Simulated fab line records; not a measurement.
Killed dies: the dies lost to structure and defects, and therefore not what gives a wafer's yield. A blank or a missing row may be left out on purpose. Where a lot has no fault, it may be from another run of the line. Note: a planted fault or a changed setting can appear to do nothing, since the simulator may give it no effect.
Matching of chambers	flow sky130	cmp-01 running SKY_VIA1_CMP_24: 4 sister chambers
The step polishes, stops on SiO2, t overpolish 15 s, target thk 0 nm. 8 wafers are shown with their chamber, then 6 later ones without.

== WAFERS, EACH WITH ITS CHAMBER ==
wafer	chamber	motor current A (A)	retaining ring pressure frac
L415.6	3	10.3	1.003
L416.3	0	10.6	1.007
L416.6	0	10.3	1.003
L417.1	1	8.2	0.990
L417.5	2	11.3	1.002
L417.6	1	8.9	0.990
L425.1	2	10.9	1.005
L425.6	3	9.9	1.004

== WAFERS WITH NO CHAMBER GIVEN ==
wafer	motor current A (A)	retaining ring pressure frac
L430.3	10.7	1.000
L430.5	10.2	0.996
L430.6	9.9	0.999
L437.1	10.4	1.004
L437.2	8.9	1.002
L437.3	10.1	1.005

== THE CHAMBER EACH PASSED THROUGH ==
wafer	from the rows above	in truth
L430.3	can't be placed: 2 or 3 or 0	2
L430.5	can't be placed: 3 or 2 or 0 or 1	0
L430.6	can't be placed: 3 or 0 or 2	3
L437.1	can't be placed: 0 or 3 or 2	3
L437.2	can't be placed: 3 or 0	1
L437.3	can't be placed: 3 or 0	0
0 of 6 placed correctly. Not placeable from these rows: 6 (in 5, the candidates include the true chamber). Number placed wrongly: 0.
How it was worked out, from the rows above alone: a wafer's distance from a chamber is the root of the sum, over the readings, of the square of ((its reading less the chamber's mean) divided by the reading's scatter). The wafer belongs to the nearest chamber; if the next one is less than 2 further off, it can't be placed. Each chamber's mean is taken over the wafers shown for it. How the scatter is found: for the shown wafers, subtract from each reading the mean of its chamber, square and add these, divide the total by (wafers less chambers), then take the root.
